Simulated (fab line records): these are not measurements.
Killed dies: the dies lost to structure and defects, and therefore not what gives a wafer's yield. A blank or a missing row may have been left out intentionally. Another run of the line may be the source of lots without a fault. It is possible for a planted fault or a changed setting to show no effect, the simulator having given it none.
fab line records + flow gf180mcu
[record]
- lots = 13
- wafers = 39
- last_day = 34
route steps=602 shown HV_LDD@224 M2@366 V2@399 M3@409
lots untouched by any fault: they come from a run of this same line in which no faults occurred
start_h: the number of hours between the record's first day and the start of the first shown wafer of the lot + wait_h: hours since the lot's step before + " the same as in the row above + L1.1+2: one row covering several wafers at once + - no value, or no start given + * or withheld: withheld + < > ~ a bound
route shown NAME@n: names a module that has steps shown in the file, with the first one's number in the route + usual: mean/standard deviation taken from wafers without a fault + same: alike in all rows + chamber/n: place in a boat + sites: each site's reading + _std_site: their standard deviation + _edge_site: mean of outer sites minus mean of inner sites + radius_mm: how far each site lies from the wafer's centre + mask NAME#n: copy n + behind: the tool/chamber that last shaped the wafer + hold: why the lot was held/for how many hours/how that ended + device: the transistor (n, p or np) that didn't switch + end of line: tests of these same wafers at the route's end + a step with no rows: only its recipe + killed: at the first sort, the dies lost to defects and structure; wafer yield is something else + map: shows each die of a wafer: x if killed, . if not, _ if none is there
set.NAME: the setting the step ran with; set.NAME@STEP: the setting that earlier step ran with + model.NAME: the simulator's own value behind a step, which no gauge read
one table for each step of the route and one row for each wafer, over a sample of lots
services: the hour from which a tool's chamber was out of use, counted from the record's first day as start_h (under 0 if before that day), plus the number of hours and why
[[steps]]
[step GF_HV_LDD_IMPLANT_48]
[recipe]
- species = B
- energy_kev = 25
- dose_cm2 = 3e+13
- tilt_deg = 7
[usual]
- tilt_deg = 7.001/0.022
| lot.wafer | tool         | chamber | start_h | wait_h | tilt_deg |
|-----------|--------------|---------|---------|--------|----------|
| L909.3    | implanter-04 | 0       | 278.36  | 0.1    | 7.005    |
| L909.5    | "            | 0       | "       | "      | 6.987    |
| L909.6    | "            | 0       | "       | "      | 7.023    |
| L911.1    | implanter-04 | 0       | 302.16  | 0.0    | 7.017    |
| L911.2    | "            | 0       | "       | "      | 6.981    |
| L911.4    | "            | 0       | "       | "      | 7.000    |
| L912.1    | implanter-04 | 0       | 309.56  | 0.0    | 7.040    |
| L912.4    | "            | 0       | "       | "      | 7.031    |
| L912.6    | "            | 0       | "       | "      | 7.025    |
| L913.1    | implanter-01 | 0       | 317.83  | 0.0    | 6.991    |
| L913.4    | "            | 0       | "       | "      | 7.004    |
| L913.5    | "            | 0       | "       | "      | 7.007    |
| L916.2    | implanter-04 | 0       | 339.69  | 0.0    | 7.031    |
| L916.3    | "            | 0       | "       | "      | 7.002    |
| L916.6    | "            | 0       | "       | "      | 7.017    |
| L917.1    | implanter-03 | 0       | 348.03  | 0.0    | 6.985    |
| L917.4    | "            | 0       | "       | "      | 6.968    |
| L917.6    | "            | 0       | "       | "      | 6.987    |
| L918.3    | implanter-03 | 0       | 357.03  | 0.1    | 0.027    |
| L918.4    | "            | 0       | "       | "      | 0.020    |
| L918.5    | "            | 0       | "       | "      | 0.002    |
| L919.1    | implanter-03 | 0       | 368.76  | 0.0    | -0.008   |
| L919.5    | "            | 0       | "       | "      | 0.018    |
| L919.6    | "            | 0       | "       | "      | -0.017   |
| L921.1    | implanter-03 | 0       | 381.88  | 0.0    | -0.018   |
| L921.3    | "            | 0       | "       | "      | -0.006   |
| L921.5    | "            | 0       | "       | "      | 0.010    |
| L925.2    | implanter-01 | 0       | 409.08  | 0.0    | 6.993    |
| L925.5    | "            | 0       | "       | "      | 6.996    |
| L925.6    | "            | 0       | "       | "      | 6.979    |
| L928.2    | implanter-01 | 0       | 439.36  | 0.0    | 6.964    |
| L928.3    | "            | 0       | "       | "      | 6.949    |
| L928.4    | "            | 0       | "       | "      | 6.956    |
| L929.2    | implanter-03 | 0       | 448.71  | 0.0    | 6.996    |
| L929.3    | "            | 0       | "       | "      | 6.994    |
| L929.6    | "            | 0       | "       | "      | 6.987    |
| L930.4    | implanter-01 | 0       | 453.91  | 0.1    | 7.036    |
| L930.5    | "            | 0       | "       | "      | 7.017    |
| L930.6    | "            | 0       | "       | "      | 7.010    |
[step GF_HV_LDD_TW_MEAS_50]
[usual]
- HV_LDD_4_TW = 566/4.4
| lot.wafer | tool          | chamber | start_h | wait_h | HV_LDD_4_TW |
|-----------|---------------|---------|---------|--------|-------------|
| L909.3    | film_metro-03 | -       | 278.58  | 0.1    | 565         |
| L909.5    | "             | -       | "       | "      | 568         |
| L909.6    | "             | -       | "       | "      | 568         |
| L911.1    | film_metro-01 | -       | 302.41  | 0.1    | 567         |
| L911.2    | "             | -       | "       | "      | 570         |
| L911.4    | "             | -       | "       | "      | 566         |
| L912.1    | film_metro-04 | -       | 309.81  | 0.1    | 563         |
| L912.4    | "             | -       | "       | "      | 559         |
| L912.6    | "             | -       | "       | "      | 562         |
| L913.1    | film_metro-01 | -       | 318.08  | 0.1    | 565         |
| L913.4    | "             | -       | "       | "      | 567         |
| L913.5    | "             | -       | "       | "      | 568         |
| L916.2    | film_metro-04 | -       | 339.92  | 0.1    | 562         |
| L916.3    | "             | -       | "       | "      | 559         |
| L916.6    | "             | -       | "       | "      | 559         |
| L917.1    | film_metro-01 | -       | 348.28  | 0.1    | 569         |
| L917.4    | "             | -       | "       | "      | 570         |
| L917.6    | "             | -       | "       | "      | 569         |
| L918.3    | film_metro-01 | -       | 357.25  | 0.1    | 512         |
| L918.4    | "             | -       | "       | "      | 510         |
| L918.5    | "             | -       | "       | "      | 514         |
| L919.1    | film_metro-01 | -       | 369.01  | 0.1    | 509         |
| L919.5    | "             | -       | "       | "      | 511         |
| L919.6    | "             | -       | "       | "      | 508         |
| L921.1    | film_metro-04 | -       | 382.13  | 0.1    | 499         |
| L921.3    | "             | -       | "       | "      | 502         |
| L921.5    | "             | -       | "       | "      | 499         |
| L925.2    | film_metro-04 | -       | 409.32  | 0.1    | 566         |
| L925.5    | "             | -       | "       | "      | 564         |
| L925.6    | "             | -       | "       | "      | 562         |
| L928.2    | film_metro-04 | -       | 439.59  | 0.1    | 561         |
| L928.3    | "             | -       | "       | "      | 561         |
| L928.4    | "             | -       | "       | "      | 563         |
| L929.2    | film_metro-01 | -       | 448.94  | 0.1    | 568         |
| L929.3    | "             | -       | "       | "      | 570         |
| L929.6    | "             | -       | "       | "      | 569         |
| L930.4    | film_metro-01 | -       | 454.11  | 0.1    | 572         |
| L930.5    | "             | -       | "       | "      | 573         |
| L930.6    | "             | -       | "       | "      | 569         |
[step GF_M2_SPUTTER_04]
[recipe]
- material = TiN
- target_thk_nm = 50
- power_w = 6500
- time_s = 41.7
- chamber_pressure_pa = 0.4
[usual]
- cathode_dc_power_W = 6499.9/1.2
- chamber_pressure_pa = 0.3999/0.00082
- throttle_valve_pct = 29.6/1.1
| lot.wafer | tool           | chamber | start_h | wait_h | cathode_dc_power_W | chamber_pressure_pa | throttle_valve_pct |
|-----------|----------------|---------|---------|--------|--------------------|---------------------|--------------------|
| L909.3    | pvd_sputter-01 | -       | 417.74  | 0.0    | 6499.7             | 0.4001              | 27.7               |
| L909.5    | "              | -       | "       | "      | 6500.7             | 0.3991              | 29.5               |
| L909.6    | "              | -       | "       | "      | 6499.3             | 0.3997              | 29.4               |
| L911.1    | pvd_sputter-01 | -       | 448.15  | 0.0    | 6500.1             | 0.3994              | 29.2               |
| L911.2    | "              | -       | "       | "      | 6501.3             | 0.4014              | 29.1               |
| L911.4    | "              | -       | "       | "      | 6501.2             | 0.3999              | 27.7               |
| L912.1    | pvd_sputter-03 | -       | 455.96  | 0.0    | 6499.6             | 0.4001              | 31.4               |
| L912.4    | "              | -       | "       | "      | 6499.4             | 0.3998              | 30.9               |
| L912.6    | "              | -       | "       | "      | 6498.0             | 0.4007              | 30.3               |
| L913.1    | pvd_sputter-01 | -       | 463.83  | 0.0    | 6501.7             | 0.3990              | 29.2               |
| L913.4    | "              | -       | "       | "      | 6498.7             | 0.3986              | 29.2               |
| L913.5    | "              | -       | "       | "      | 6499.9             | 0.3990              | 29.3               |
| L916.2    | pvd_sputter-01 | -       | 490.01  | 0.0    | 6499.1             | 0.3991              | 29.3               |
| L916.3    | "              | -       | "       | "      | 6500.6             | 0.4006              | 29.5               |
| L916.6    | "              | -       | "       | "      | 6500.6             | 0.3997              | 29.2               |
| L917.1    | pvd_sputter-03 | -       | 498.82  | 0.0    | 6500.3             | 0.3993              | 31.2               |
| L917.4    | "              | -       | "       | "      | 6499.6             | 0.3999              | 30.4               |
| L917.6    | "              | -       | "       | "      | 6499.0             | 0.3979              | 30.8               |
| L918.3    | pvd_sputter-02 | -       | 507.02  | 0.0    | 6500.1             | 0.4009              | 29.2               |
| L918.4    | "              | -       | "       | "      | 6499.3             | 0.3983              | 30.9               |
| L918.5    | "              | -       | "       | "      | 6498.4             | 0.4001              | 30.5               |
| L919.1    | pvd_sputter-02 | -       | 521.32  | 0.0    | 6499.6             | 0.4005              | 30.4               |
| L919.5    | "              | -       | "       | "      | 6500.5             | 0.3993              | 31.0               |
| L919.6    | "              | -       | "       | "      | 6499.1             | 0.4000              | 30.2               |
| L921.1    | pvd_sputter-03 | -       | 533.68  | 0.0    | 6500.0             | 0.3997              | 30.6               |
| L921.3    | "              | -       | "       | "      | 6499.1             | 0.4000              | 30.5               |
| L921.5    | "              | -       | "       | "      | 6502.7             | 0.3997              | 30.0               |
| L925.2    | pvd_sputter-03 | -       | 558.53  | 0.0    | 6501.6             | 0.4007              | 31.0               |
| L925.5    | "              | -       | "       | "      | 6502.0             | 0.4001              | 31.5               |
| L925.6    | "              | -       | "       | "      | 6498.9             | 0.3992              | 30.4               |
| L928.2    | pvd_sputter-02 | -       | 587.26  | 0.0    | 6501.1             | 0.4005              | 30.6               |
| L928.3    | "              | -       | "       | "      | 6497.7             | 0.3991              | 29.6               |
| L928.4    | "              | -       | "       | "      | 6500.7             | 0.3995              | 28.1               |
| L929.2    | pvd_sputter-02 | -       | 595.60  | 0.0    | 6497.5             | 0.3999              | 30.7               |
| L929.3    | "              | -       | "       | "      | 6499.7             | 0.3988              | 29.3               |
| L929.6    | "              | -       | "       | "      | 6499.1             | 0.3989              | 29.3               |
| L930.4    | pvd_sputter-02 | -       | 599.56  | 0.0    | 6498.6             | 0.4002              | 29.4               |
| L930.5    | "              | -       | "       | "      | 6499.6             | 0.4018              | 28.0               |
| L930.6    | "              | -       | "       | "      | 6498.4             | 0.3991              | 29.4               |
[step GF_V2_ETCH_17]
[recipe]
- chemistry = C4F8/O2/Ar
- mask_material = KrF
- target = SiO2
- stop_on = TiN
- source_w = 1500
- bias_w = 1200
- pressure_mtorr = 40
- c4f8_flow_sccm = withheld
- O2_flow_sccm = 6
- Ar_flow_sccm = 300
- time_s = withheld
- target_depth_a = 6300
[usual]
- oes_product_au = 0.856/0.0047
| lot.wafer | tool        | chamber | start_h | wait_h | oes_product_au |
|-----------|-------------|---------|---------|--------|----------------|
| L909.3    | rie_diel-02 | 1       | -       | -      | 0.855          |
| L909.5    | "           | 0       | "       | "      | 0.857          |
| L909.6    | "           | 1       | "       | "      | 0.856          |
| L911.1    | rie_diel-03 | 3       | -       | -      | 0.844          |
| L911.2    | "           | 1       | "       | "      | 0.860          |
| L911.4    | "           | 0       | "       | "      | 0.853          |
| L912.1    | rie_diel-02 | 1       | -       | -      | 0.852          |
| L912.4    | "           | 1       | "       | "      | 0.850          |
| L912.6    | "           | 3       | "       | "      | 0.865          |
| L913.1    | rie_diel-02 | 1       | -       | -      | 0.856          |
| L913.4    | "           | 3       | "       | "      | 0.865          |
| L913.5    | "           | 2       | "       | "      | 0.858          |
| L916.2    | rie_diel-01 | 3       | -       | -      | 0.846          |
| L916.3    | "           | 1       | "       | "      | 0.852          |
| L916.6    | "           | 1       | "       | "      | 0.856          |
| L917.1    | rie_diel-01 | 0       | -       | -      | 0.856          |
| L917.4    | "           | 1       | "       | "      | 0.858          |
| L917.6    | "           | 1       | "       | "      | 0.851          |
| L918.3    | rie_diel-03 | 3       | -       | -      | 0.858          |
| L918.4    | "           | 0       | "       | "      | 0.854          |
| L918.5    | "           | 3       | "       | "      | 0.849          |
| L919.1    | rie_diel-03 | 3       | -       | -      | 0.868          |
| L919.5    | "           | 2       | "       | "      | 0.855          |
| L919.6    | "           | 3       | "       | "      | 0.853          |
| L921.1    | rie_diel-03 | 0       | -       | -      | 0.855          |
| L921.3    | "           | 3       | "       | "      | 0.850          |
| L921.5    | "           | 2       | "       | "      | 0.857          |
| L925.2    | rie_diel-03 | 0       | -       | -      | 0.856          |
| L925.5    | "           | 1       | "       | "      | 0.852          |
| L925.6    | "           | 2       | "       | "      | 0.854          |
| L928.2    | rie_diel-03 | 2       | -       | -      | 0.858          |
| L928.3    | "           | 1       | "       | "      | 0.860          |
| L928.4    | "           | 3       | "       | "      | 0.855          |
| L929.2    | rie_diel-03 | 3       | -       | -      | 0.857          |
| L929.3    | "           | 1       | "       | "      | 0.861          |
| L929.6    | "           | 1       | "       | "      | 0.854          |
| L930.4    | rie_diel-02 | 0       | -       | -      | 0.851          |
| L930.5    | "           | 3       | "       | "      | 0.856          |
| L930.6    | "           | 0       | "       | "      | 0.861          |
[step GF_M3_SPUTTER_00]
[recipe]
- material = Ti
- target_thk_nm = 37.5
- arriving_ion_energy_ev = 80
- substrate_temp_c = 200
- chamber_pressure_pa = 2
- power_w = 4000
- time_s = 150
[usual]
- cathode_dc_power_W = 4000.1/0.73
- chamber_pressure_pa = 2.000/0.0044
- throttle_valve_pct = 29.8/1.2
| lot.wafer | tool           | chamber | start_h | wait_h | cathode_dc_power_W | chamber_pressure_pa | throttle_valve_pct |
|-----------|----------------|---------|---------|--------|--------------------|---------------------|--------------------|
| L909.3    | pvd_sputter-01 | -       | 468.33  | 0.1    | 3999.8             | 2.010               | 28.9               |
| L909.5    | "              | -       | "       | "      | 4001.2             | 2.001               | 29.8               |
| L909.6    | "              | -       | "       | "      | 4000.8             | 2.007               | 29.3               |
| L911.1    | pvd_sputter-02 | -       | 498.63  | 0.1    | 4000.3             | 2.003               | 30.9               |
| L911.2    | "              | -       | "       | "      | 3999.8             | 1.999               | 30.4               |
| L911.4    | "              | -       | "       | "      | 4000.0             | 1.997               | 28.0               |
| L912.1    | pvd_sputter-04 | -       | 505.97  | 0.1    | 4000.0             | 1.996               | 31.1               |
| L912.4    | "              | -       | "       | "      | 3999.8             | 2.001               | 30.4               |
| L912.6    | "              | -       | "       | "      | 4000.7             | 2.000               | 31.4               |
| L913.1    | pvd_sputter-04 | -       | 513.48  | 0.2    | 4000.5             | 1.998               | 31.3               |
| L913.4    | "              | -       | "       | "      | 4000.9             | 1.995               | 31.4               |
| L913.5    | "              | -       | "       | "      | 4000.5             | 1.999               | 31.1               |
| L916.2    | pvd_sputter-04 | -       | 539.32  | 0.2    | 4001.4             | 1.993               | 31.5               |
| L916.3    | "              | -       | "       | "      | 4000.6             | 1.999               | 31.3               |
| L916.6    | "              | -       | "       | "      | 3999.8             | 2.002               | 30.6               |
| L917.1    | pvd_sputter-04 | -       | 547.93  | 0.1    | 3999.3             | 1.998               | 31.2               |
| L917.4    | "              | -       | "       | "      | 3999.4             | 2.004               | 31.1               |
| L917.6    | "              | -       | "       | "      | 3999.9             | 1.996               | 30.7               |
| L918.3    | pvd_sputter-02 | -       | 555.11  | 0.2    | 3999.6             | 2.001               | 27.9               |
| L918.4    | "              | -       | "       | "      | 3999.2             | 1.995               | 31.0               |
| L918.5    | "              | -       | "       | "      | 4000.2             | 2.003               | 27.9               |
| L919.1    | pvd_sputter-04 | -       | 570.33  | 0.1    | 3999.7             | 2.001               | 31.5               |
| L919.5    | "              | -       | "       | "      | 3999.9             | 1.993               | 31.3               |
| L919.6    | "              | -       | "       | "      | 4000.8             | 1.996               | 31.0               |
| L921.1    | pvd_sputter-02 | -       | 581.01  | 0.2    | 3999.2             | 1.996               | 30.5               |
| L921.3    | "              | -       | "       | "      | 3999.7             | 2.002               | 27.9               |
| L921.5    | "              | -       | "       | "      | 3999.6             | 2.000               | 27.9               |
| L925.2    | pvd_sputter-02 | -       | 604.78  | 0.2    | 4001.1             | 2.003               | 29.1               |
| L925.5    | "              | -       | "       | "      | 3999.6             | 2.005               | 27.8               |
| L925.6    | "              | -       | "       | "      | 4000.3             | 2.004               | 29.3               |
| L928.2    | pvd_sputter-02 | -       | 631.68  | 0.2    | 4000.7             | 1.993               | 31.0               |
| L928.3    | "              | -       | "       | "      | 4000.1             | 1.998               | 29.5               |
| L928.4    | "              | -       | "       | "      | 3999.8             | 1.997               | 27.8               |
| L929.2    | pvd_sputter-02 | -       | 640.06  | 0.2    | 3999.4             | 1.999               | 28.2               |
| L929.3    | "              | -       | "       | "      | 3999.2             | 1.993               | 31.0               |
| L929.6    | "              | -       | "       | "      | 3999.7             | 1.990               | 27.9               |
| L930.4    | pvd_sputter-02 | -       | 643.67  | 0.2    | 4000.6             | 2.005               | 31.0               |
| L930.5    | "              | -       | "       | "      | 4000.7             | 2.000               | 27.9               |
| L930.6    | "              | -       | "       | "      | 4000.8             | 1.996               | 30.6               |
[[services]]
| tool           | chamber | start_h | hours | kind   |
|----------------|---------|---------|-------|--------|
| implanter-04   | -       | 262.56  | 10.8  | pm     |
| rie_diel-03    | -       | 278.98  | 0.7   | repair |
| pvd_sputter-02 | -       | 279.21  | 5.1   | repair |
| rie_diel-03    | 1       | 279.62  | 13.8  | repair |
| pvd_sputter-01 | -       | 283.52  | 4.0   | repair |
| rie_diel-02    | -       | 309.17  | 10.0  | pm     |
| implanter-03   | -       | 332.11  | 3.6   | repair |
| pvd_sputter-03 | -       | 347.62  | 2.9   | repair |
| pvd_sputter-04 | -       | 351.93  | 1.1   | repair |
| pvd_sputter-01 | -       | 360.90  | 1.8   | repair |
| implanter-01   | -       | 363.80  | 1.8   | pm     |
| rie_diel-02    | 1       | 379.23  | 14.7  | repair |
| implanter-01   | -       | 393.40  | 4.4   | repair |
| rie_diel-02    | -       | 394.18  | 2.4   | repair |
| rie_diel-03    | -       | 401.81  | 1.2   | repair |
| implanter-03   | -       | 411.20  | 3.0   | repair |
| rie_diel-03    | -       | 443.33  | 0.9   | repair |
| rie_diel-03    | 1       | 463.27  | 8.2   | repair |
| pvd_sputter-02 | -       | 485.60  | 6.9   | repair |
| implanter-03   | -       | 506.11  | 2.4   | repair |
| implanter-03   | -       | 519.01  | 4.1   | pm     |
| pvd_sputter-01 | -       | 579.95  | 3.7   | repair |
| implanter-03   | -       | 579.96  | 4.1   | pm     |
| rie_diel-03    | -       | 588.79  | 14.6  | pm     |
[[key]]
[first_sign]
- step = GF_HV_LDD_IMPLANT_48
- reading = tilt_deg
- direction = down
- sigmas = 99+
- usual = 7.001
- struck = 0.003
[effect]
- step = GF_HV_LDD_TW_MEAS_50
- reading = HV_LDD_4_TW
- direction = down
- sigmas = 14
- usual = 566
- struck = 507
met_at GF_HV_LDD_IMPLANT_48
struck_lots L918,L919,L921
tester_left_out L918,L919,L921
not_acting_at GF_M2_SPUTTER_04,GF_V2_ETCH_17,GF_M3_SPUTTER_00
onset_between 348.03 357.03
[fault]
- kind = process_parameter_drift
- tool = implanter-03
- chamber = -
- onset_h = 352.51
- steps = GF_HV_LDD_IMPLANT_48
- channel = tilt_deg
- offset = -7
- shape = step
- end_h = 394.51
- acts_in = these_recipes_only
- stated = 7
// tester_left_out: of these lots the tester's yield and bins aren't shown, on N5 and GAA mostly nor the transistor test; their killed dies are dies lost to structure and defects alone, not to doping, threshold or leakage, so they don't give the yield
